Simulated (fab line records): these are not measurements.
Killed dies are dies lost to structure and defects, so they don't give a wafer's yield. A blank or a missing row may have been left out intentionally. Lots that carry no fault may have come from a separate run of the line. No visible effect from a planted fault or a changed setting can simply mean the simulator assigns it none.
Which tool did it? || flow sky130 || Sampling: 11 lots, 33 wafers, 4 of 708 route steps

## WHAT EACH GAUGE READ, for each wafer
SKY_METAL4_OVL_MEAS_14.
{"lot": "L501", "measured": "day 41 08:16", "on": "overlay-01", "METAL4_OVL (nm)": "1 -5 -3"}
{"lot": "L502", "measured": "day 42 09:34", "on": "overlay-02", "METAL4_OVL (nm)": "-4 -2 0"}
{"lot": "L503", "measured": "day 42 23:25", "on": "overlay-02", "METAL4_OVL (nm)": "-1 9 1"}
{"lot": "L506", "measured": "day 43 23:04", "on": "overlay-02", "METAL4_OVL (nm)": "4 2 -1"}
{"lot": "L508", "measured": "day 43 23:46", "on": "overlay-02", "METAL4_OVL (nm)": "2 10 8"}
{"lot": "L515", "measured": "day 45 18:16", "on": "overlay-02", "METAL4_OVL (nm)": "-3 -7 -4"}
{"lot": "L517", "measured": "day 45 22:39", "on": "overlay-01", "METAL4_OVL (nm)": "-2 -1 4"}
{"lot": "L518", "measured": "day 46 06:16", "on": "overlay-02", "METAL4_OVL (nm)": "-9 0 -4"}
{"lot": "L522", "measured": "day 47 09:10", "on": "overlay-01", "METAL4_OVL (nm)": "10 -2 4"}
{"lot": "L521", "measured": "day 47 11:58", "on": "overlay-02", "METAL4_OVL (nm)": "-8 -7 -1"}
{"lot": "L524", "measured": "day 47 23:04", "on": "overlay-02", "METAL4_OVL (nm)": "8 5 -3"}

## EACH LOT AND THE TOOL THAT RAN IT (in order: tool; ch and the chambers of the sampled wafers; start)
{"lot": "L501", "SKY_METAL3_ETCH_17": "rie_diel-01 ch 1,3, day 38 02:58", "SKY_METAL4_SPUTTER_00": "pvd_sputter-04, day 39 07:18", "SKY_METAL4_SPUTTER_02": "pvd_sputter-04, day 39 07:21"}
{"lot": "L502", "SKY_METAL3_ETCH_17": "rie_diel-03 ch 0,2, day 39 06:31", "SKY_METAL4_SPUTTER_00": "pvd_sputter-04, day 40 09:56", "SKY_METAL4_SPUTTER_02": "pvd_sputter-04, day 40 09:59"}
{"lot": "L503", "SKY_METAL3_ETCH_17": "rie_diel-03 ch 0,1,2, day 39 20:59", "SKY_METAL4_SPUTTER_00": "pvd_sputter-04, day 40 23:39", "SKY_METAL4_SPUTTER_02": "pvd_sputter-04, day 40 23:42"}
{"lot": "L506", "SKY_METAL3_ETCH_17": "rie_diel-03 ch 0,1,3, day 40 21:27", "SKY_METAL4_SPUTTER_00": "pvd_sputter-04, day 42 00:24", "SKY_METAL4_SPUTTER_02": "pvd_sputter-04, day 42 00:27"}
{"lot": "L508", "SKY_METAL3_ETCH_17": "rie_diel-01 ch 0,1, day 40 23:07", "SKY_METAL4_SPUTTER_00": "pvd_sputter-03, day 42 01:58", "SKY_METAL4_SPUTTER_02": "pvd_sputter-03, day 42 02:01"}
{"lot": "L515", "SKY_METAL3_ETCH_17": "rie_diel-02 ch 0,2,3, day 42 20:47", "SKY_METAL4_SPUTTER_00": "pvd_sputter-03, day 43 22:29", "SKY_METAL4_SPUTTER_02": "pvd_sputter-03, day 43 22:32"}
{"lot": "L517", "SKY_METAL3_ETCH_17": "rie_diel-03 ch 0,1,2, day 43 01:22", "SKY_METAL4_SPUTTER_00": "pvd_sputter-04, day 44 03:15", "SKY_METAL4_SPUTTER_02": "pvd_sputter-04, day 44 03:19"}
{"lot": "L518", "SKY_METAL3_ETCH_17": "rie_diel-01 ch 0,1, day 43 11:23", "SKY_METAL4_SPUTTER_00": "pvd_sputter-04, day 44 12:31", "SKY_METAL4_SPUTTER_02": "pvd_sputter-04, day 44 12:34"}
{"lot": "L522", "SKY_METAL3_ETCH_17": "rie_diel-03 ch 1,3, day 44 15:04", "SKY_METAL4_SPUTTER_00": "pvd_sputter-01, day 45 15:45", "SKY_METAL4_SPUTTER_02": "pvd_sputter-01, day 45 15:48"}
{"lot": "L521", "SKY_METAL3_ETCH_17": "rie_diel-01 ch 0,2,3, day 44 17:31", "SKY_METAL4_SPUTTER_00": "pvd_sputter-03, day 45 17:37", "SKY_METAL4_SPUTTER_02": "pvd_sputter-03, day 45 17:40"}
{"lot": "L524", "SKY_METAL3_ETCH_17": "rie_diel-03 ch 1,2,3, day 45 05:04", "SKY_METAL4_SPUTTER_00": "pvd_sputter-03, day 46 05:05", "SKY_METAL4_SPUTTER_02": "pvd_sputter-03, day 46 05:08"}
- SKY_METAL3_ETCH_17: etches SiO2 in C4F8/O2/Ar, stops on TiN, time 3.9 s, target depth 15 nm.
- SKY_METAL4_SPUTTER_00: material Ti, target thk 15 nm, time 10 s.
- SKY_METAL4_SPUTTER_02: material AlCu, target thk 735 nm, time 39.1 s.

## AS READ BY THE TOOLS THEMSELVES (means over the sampled wafers that have a number; for cases with no such wafer, the mark the record gives instead)
SKY_METAL3_ETCH_17.
{"lot": "L501", "tool": "rie_diel-01", "oes_product_au (a.u.)": 0.761}
{"lot": "L502", "tool": "rie_diel-03", "oes_product_au (a.u.)": 0.746}
{"lot": "L503", "tool": "rie_diel-03", "oes_product_au (a.u.)": 0.757}
{"lot": "L506", "tool": "rie_diel-03", "oes_product_au (a.u.)": 0.747}
{"lot": "L508", "tool": "rie_diel-01", "oes_product_au (a.u.)": 0.756}
{"lot": "L515", "tool": "rie_diel-02", "oes_product_au (a.u.)": 0.758}
{"lot": "L517", "tool": "rie_diel-03", "oes_product_au (a.u.)": 0.758}
{"lot": "L518", "tool": "rie_diel-01", "oes_product_au (a.u.)": 0.757}
{"lot": "L522", "tool": "rie_diel-03", "oes_product_au (a.u.)": 0.757}
{"lot": "L521", "tool": "rie_diel-01", "oes_product_au (a.u.)": 0.752}
{"lot": "L524", "tool": "rie_diel-03", "oes_product_au (a.u.)": 0.753}

SKY_METAL4_SPUTTER_00.
{"lot": "L501", "tool": "pvd_sputter-04", "throttle_valve_pct (%)": 30.0}
{"lot": "L502", "tool": "pvd_sputter-04", "throttle_valve_pct (%)": 29.9}
{"lot": "L503", "tool": "pvd_sputter-04", "throttle_valve_pct (%)": 30.2}
{"lot": "L506", "tool": "pvd_sputter-04", "throttle_valve_pct (%)": 29.8}
{"lot": "L508", "tool": "pvd_sputter-03", "throttle_valve_pct (%)": 29.6}
{"lot": "L515", "tool": "pvd_sputter-03", "throttle_valve_pct (%)": 29.2}
{"lot": "L517", "tool": "pvd_sputter-04", "throttle_valve_pct (%)": 30.2}
{"lot": "L518", "tool": "pvd_sputter-04", "throttle_valve_pct (%)": 29.7}
{"lot": "L522", "tool": "pvd_sputter-01", "throttle_valve_pct (%)": 29.5}
{"lot": "L521", "tool": "pvd_sputter-03", "throttle_valve_pct (%)": 29.6}
{"lot": "L524", "tool": "pvd_sputter-03", "throttle_valve_pct (%)": 29.4}

SKY_METAL4_SPUTTER_02.
{"lot": "L501", "tool": "pvd_sputter-04", "throttle_valve_pct (%)": 30.2}
{"lot": "L502", "tool": "pvd_sputter-04", "throttle_valve_pct (%)": 29.9}
{"lot": "L503", "tool": "pvd_sputter-04", "throttle_valve_pct (%)": 30.2}
{"lot": "L506", "tool": "pvd_sputter-04", "throttle_valve_pct (%)": 29.9}
{"lot": "L508", "tool": "pvd_sputter-03", "throttle_valve_pct (%)": 29.7}
{"lot": "L515", "tool": "pvd_sputter-03", "throttle_valve_pct (%)": 29.2}
{"lot": "L517", "tool": "pvd_sputter-04", "throttle_valve_pct (%)": 30.3}
{"lot": "L518", "tool": "pvd_sputter-04", "throttle_valve_pct (%)": 29.6}
{"lot": "L522", "tool": "pvd_sputter-01", "throttle_valve_pct (%)": 29.5}
{"lot": "L521", "tool": "pvd_sputter-03", "throttle_valve_pct (%)": 29.8}
{"lot": "L524", "tool": "pvd_sputter-03", "throttle_valve_pct (%)": 29.4}

## THE ANSWER, worked out from the rows above alone
Rule: usual is defined by the lots themselves. Put in order of their means at a reading, lots are off if they are a third of the lots or fewer, leave a main group of 4 or more, and stand apart from it by a gap of 3 or more times the standard deviation of the main group's means; of several such gaps the widest counts. Not used: any main group whose means are identical at the precision the tables above print for the reading. A lot without any number at a reading at which 4 lots or more have one is off too. Any other lot the step has rows for is counted as sound. The gauges are gone through in route order, then the tools' own readings, and for those a lot's mean is taken as printed above. At the first step where some lot is off, the reading lying furthest off is the one used; lots without a number count as furthest.
Across all readings shown, no lot is off: no conclusion can be drawn from this.

## WHAT THE SIMULATOR HAD INSERTED
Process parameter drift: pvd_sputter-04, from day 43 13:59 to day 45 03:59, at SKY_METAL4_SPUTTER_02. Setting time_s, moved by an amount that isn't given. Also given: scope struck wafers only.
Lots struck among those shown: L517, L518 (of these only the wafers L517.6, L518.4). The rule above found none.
